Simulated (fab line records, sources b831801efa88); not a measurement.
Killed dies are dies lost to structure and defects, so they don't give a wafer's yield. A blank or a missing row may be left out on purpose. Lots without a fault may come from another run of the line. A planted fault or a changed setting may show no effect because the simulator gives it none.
fab line records | flow sky130
record lots=14 wafers=42 last_day=50
route steps=708 shown LDD_P@266 SD_P@324 SD_N@349 PAD_OPEN@708
lots that met no fault: from a run of the same line without faults
start_h: hours from the record's first day to the start of the lot's first wafer shown | wait_h: hours since the lot's step before | " the same as in the row above | L1.1+2: a row that stands for several wafers | - no value, or no start given | * or withheld: withheld | < > ~ a bound
route shown NAME@n: a module of which the file shows steps, and the number in the route of the first | usual: mean/standard deviation of fault-free wafers | same: alike in all rows | chamber/n: place in a boat | sites: the reading at each site | _std_site: their standard deviation | _edge_site: outer sites' mean less inner sites' | radius_mm: how far each site lies from the wafer's centre | mask NAME#n: copy n | behind: the tool/chamber that last shaped the wafer | hold: why the lot was held/for how many hours/how that ended | device: the transistor (n, p or np) that didn't switch | end of line: the same wafers' tests at the end of the route | a step without rows: its recipe alone | killed: dies lost to structure and defects at the first sort, not the wafer's yield | map: a wafer's dies, x killed, . not, _ none there
set.NAME: the setting as run; set.NAME@STEP: as run at that earlier step | model.NAME: the simulator's own value behind a step, which no gauge read
steps of the route over a sample of lots; a table a step, a row a wafer
services: from which hour (start_h, from the record's first day; less than 0 if before it) a tool's chamber was out of use, for how many hours, and why
## steps
# step SKY_LDD_P_TW_MEAS_11
# usual LDD_P_TW=636/3.1
# columns lot.wafer tool chamber start_h wait_h LDD_P_TW
L936.1 film_metro-04 - 455.49 0.1 635
L936.2 " - " " 636
L936.4 " - " " 636
L939.2 film_metro-03 - 479.57 0.1 634
L939.4 " - " " 632
L939.5 " - " " 633
L938.1 film_metro-01 - 491.71 0.1 632
L938.3 " - " " 635
L938.4 " - " " 632
L942.1 film_metro-04 - 528.21 0.1 637
L942.4 " - " " 635
L942.5 " - " " 640
L947.1 film_metro-04 - 560.96 0.1 635
L947.2 " - " " 636
L947.6 " - " " 636
L949.1 film_metro-03 - 564.76 0.1 638
L949.4 " - " " 634
L949.5 " - " " 633
L950.1 film_metro-03 - 582.81 0.1 637
L950.2 " - " " 635
L950.3 " - " " 636
L951.1 film_metro-04 - 586.61 0.1 640
L951.2 " - " " 642
L951.4 " - " " 646
L952.1 film_metro-04 - 592.66 0.1 642
L952.2 " - " " 642
L952.5 " - " " 641
L953.2 film_metro-03 - 600.57 0.1 636
L953.3 " - " " 635
L953.6 " - " " 636
L954.3 film_metro-04 - 608.48 0.1 636
L954.5 " - " " 637
L954.6 " - " " 632
L955.2 film_metro-04 - 613.72 0.1 638
L955.3 " - " " 638
L955.6 " - " " 638
L956.1 film_metro-03 - 621.54 0.1 629
L956.3 " - " " 634
L956.5 " - " " 633
L957.2 film_metro-04 - 642.47 0.1 639
L957.3 " - " " 638
L957.5 " - " " 643
# step SKY_SD_P_EXPOSE_04
# recipe mask_id=PSDM na=0.6 source_shape=conventional sigma_outer=0.6 polarization=unpolarized target_cd_nm=380 dose_mj=138
# same na=0.6
# columns lot.wafer tool chamber start_h wait_h mask
L936.1+2+4 iline_stepper-01 0 595.66 - PSDM#0
L939.2+4+5 iline_stepper-02 0 615.83 - PSDM#0
L938.1+3+4 iline_stepper-02 0 626.21 - PSDM#0
L942.1+4+5 iline_stepper-02 0 661.33 - PSDM#0
L947.1+2+6 iline_stepper-01 0 692.31 - PSDM#0
L949.1+4+5 iline_stepper-01 0 696.13 - PSDM#0
L950.1+2+3 iline_stepper-02 0 713.31 - PSDM#0
L951.1+2+4 iline_stepper-02 0 718.84 - PSDM#0
L952.1+2+5 iline_stepper-01 0 724.36 - PSDM#0
L953.2+3+6 iline_stepper-01 0 729.13 - PSDM#0
L954.3+5+6 iline_stepper-01 0 736.30 - PSDM#0
L955.2+3+6 iline_stepper-01 0 741.60 - PSDM#0
L956.1+3+5 iline_stepper-02 0 750.93 - PSDM#0
L957.2+3+5 iline_stepper-01 0 770.05 - PSDM#0
# step SKY_SD_P_CD_MEAS_07
# recipe target_cd_nm=380
# usual cd_nm=381/3.4
# columns lot.wafer tool chamber start_h wait_h cd_nm
L936.1 cd_sem-02 - 610.33 0.1 387
L936.2 " - " " 382
L936.4 " - " " 385
L939.2 cd_sem-01 - 630.00 0.1 381
L939.4 " - " " 382
L939.5 " - " " 380
L938.1 cd_sem-01 - 640.73 0.1 382
L938.3 " - " " 383
L938.4 " - " " 351
L942.1 cd_sem-01 - 675.01 0.1 383
L942.4 " - " " 353
L942.5 " - " " 355
L947.1 cd_sem-01 - 705.71 0.1 386
L947.2 " - " " 386
L947.6 " - " " 383
L949.1 cd_sem-01 - 709.72 0.2 384
L949.4 " - " " 385
L949.5 " - " " 385
L950.1 cd_sem-01 - 726.83 0.1 383
L950.2 " - " " 381
L950.3 " - " " 379
L951.1 cd_sem-01 - 732.16 0.1 380
L951.2 " - " " 379
L951.4 " - " " 378
L952.1 cd_sem-02 - 737.16 0.1 378
L952.2 " - " " 378
L952.5 " - " " 379
L953.2 cd_sem-02 - 742.08 0.1 383
L953.3 " - " " 383
L953.6 " - " " 382
L954.3 cd_sem-01 - 749.97 0.1 384
L954.5 " - " " 380
L954.6 " - " " 381
L955.2 cd_sem-01 - 755.23 0.1 377
L955.3 " - " " 377
L955.6 " - " " 377
L956.1 cd_sem-02 - 763.66 0.1 381
L956.3 " - " " 381
L956.5 " - " " 382
L957.2 cd_sem-02 - 783.48 0.1 378
L957.3 " - " " 378
L957.5 " - " " 378
# step SKY_SD_P_TW_MEAS_11
# usual SD_P_TW=2832/15
# columns lot.wafer tool chamber start_h wait_h SD_P_TW
L936.1 film_metro-01 - 610.74 0.1 2835
L936.2 " - " " 2846
L936.4 " - " " 2851
L939.2 film_metro-04 - 630.40 0.1 2851
L939.4 " - " " 2846
L939.5 " - " " 2852
L938.1 film_metro-02 - 641.14 0.1 2815
L938.3 " - " " 2816
L938.4 " - " " 2811
L942.1 film_metro-01 - 675.67 0.1 2848
L942.4 " - " " 2857
L942.5 " - " " 2842
L947.1 film_metro-02 - 706.12 0.1 2818
L947.2 " - " " 2816
L947.6 " - " " 2820
L949.1 film_metro-04 - 710.13 0.1 2850
L949.4 " - " " 2871
L949.5 " - " " 2842
L950.1 film_metro-02 - 727.25 0.1 2829
L950.2 " - " " 2850
L950.3 " - " " 2837
L951.1 film_metro-02 - 732.57 0.1 2818
L951.2 " - " " 2825
L951.4 " - " " 2813
L952.1 film_metro-01 - 737.56 0.1 2816
L952.2 " - " " 2824
L952.5 " - " " 2819
L953.2 film_metro-01 - 742.47 0.1 2821
L953.3 " - " " 2834
L953.6 " - " " 2815
L954.3 film_metro-01 - 750.36 0.1 2843
L954.5 " - " " 2830
L954.6 " - " " 2834
L955.2 film_metro-04 - 755.62 0.1 2835
L955.3 " - " " 2840
L955.6 " - " " 2843
L956.1 film_metro-04 - 764.07 0.1 2831
L956.3 " - " " 2838
L956.5 " - " " 2832
L957.2 film_metro-01 - 783.88 0.1 2833
L957.3 " - " " 2858
L957.5 " - " " 2844
# step SKY_SD_N_CD_MEAS_07
# recipe target_cd_nm=380
# usual cd_nm=380.8/3
# columns lot.wafer tool chamber start_h wait_h cd_nm
L936.1 cd_sem-02 - 667.98 0.2 380.0
L936.2 " - " " 378.1
L936.4 " - " " 382.0
L939.2 cd_sem-02 - 686.45 0.2 379.6
L939.4 " - " " 379.7
L939.5 " - " " 378.2
L938.1 cd_sem-02 - 697.10 0.1 378.8
L938.3 " - " " 379.2
L938.4 " - " " 380.0
L942.1 cd_sem-02 - 730.71 0.1 382.7
L942.4 " - " " 382.1
L942.5 " - " " 384.4
L947.1 cd_sem-01 - 760.11 0.1 382.2
L947.2 " - " " 382.8
L947.6 " - " " 383.3
L949.1 cd_sem-02 - 763.98 0.1 382.5
L949.4 " - " " 381.2
L949.5 " - " " 379.4
L950.1 cd_sem-01 - 780.43 0.1 381.6
L950.2 " - " " 382.1
L950.3 " - " " 380.8
L951.1 cd_sem-01 - 785.80 0.1 382.6
L951.2 " - " " 382.6
L951.4 " - " " 379.2
L952.1 cd_sem-02 - 790.33 0.1 381.0
L952.2 " - " " 376.5
L952.5 " - " " 378.6
L953.2 cd_sem-01 - 795.15 0.1 378.7
L953.3 " - " " 377.2
L953.6 " - " " 375.5
L954.3 cd_sem-02 - 802.53 0.1 380.8
L954.5 " - " " 381.8
L954.6 " - " " 382.9
L955.2 cd_sem-02 - 806.93 0.1 380.7
L955.3 " - " " 379.8
L955.6 " - " " 380.8
L956.1 cd_sem-01 - 815.15 0.1 381.4
L956.3 " - " " 380.2
L956.5 " - " " 379.4
L957.2 cd_sem-02 - 835.07 0.1 383.3
L957.3 " - " " 380.6
L957.5 " - " " 382.4
# step SKY_PAD_OPEN_PROBE_99
# usual killed_at_M0_to_M3=43/6.8 killed_at_M4_up=3.2/1.8 killed_at_contacts=24/6.2 killed_at_front_end=15/4.7 killed_at_other=0.4/0.63 killed_dies=86/9.6 killed_open=47/6.9 killed_short=39/6.3
# same gross_dies=492 killed_at_back_side=0
# columns lot.wafer tool chamber start_h wait_h killed_at_M0_to_M3 killed_at_M4_up killed_at_contacts killed_at_front_end killed_at_other killed_dies killed_open killed_short
L942.4 prober-01 - 1131.87 0.2 39 7 18 19 0 83 40 41
# killed by level:class
L942.4 CONTACT:geometric_particle:open=8 VIA1:geometric_particle:open=7 VIA3:geometric_particle:open=7 METAL4:geometric_particle:short=7 LI_CONTACT:geometric_particle:short=6 VIA2:geometric_particle:open=5 FIELD_ISO:geometric_particle:short=4 VIA1:geometric_particle:short=4
## services
# columns tool chamber start_h hours kind
iline_stepper-01 - 602.20 1.7 pm
iline_stepper-02 - 652.05 1.7 pm
iline_stepper-02 - 724.46 7.8 repair
iline_stepper-02 - 739.48 0.6 repair
iline_stepper-02 0 752.72 - calibration
iline_stepper-01 0 769.57 - calibration
## key
first_sign step=SKY_SD_P_CD_MEAS_07 reading=cd_nm direction=down sigmas=8.4 usual=381 struck=353
effect none on later readings
met_at SKY_SD_P_EXPOSE_04
struck_lots L938,L942
struck_wafers L938.4,L942.4,L942.5
tester_left_out L938,L942
not_acting_at SKY_LDD_P_TW_MEAS_11,SKY_SD_P_TW_MEAS_11,SKY_SD_N_CD_MEAS_07
onset_between 615.83 626.21
fault kind=process_parameter_drift tool=iline_stepper-02 chamber=- onset_h=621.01 steps=SKY_SD_P_EXPOSE_04 channel=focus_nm offset=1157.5 shape=step end_h=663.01 scope=struck_wafers_only
# tester_left_out: of these lots the tester's yield and bins aren't shown, on N5 and GAA mostly nor the transistor test; their killed dies are dies lost to structure and defects alone, not to doping, threshold or leakage, so they don't give the yield
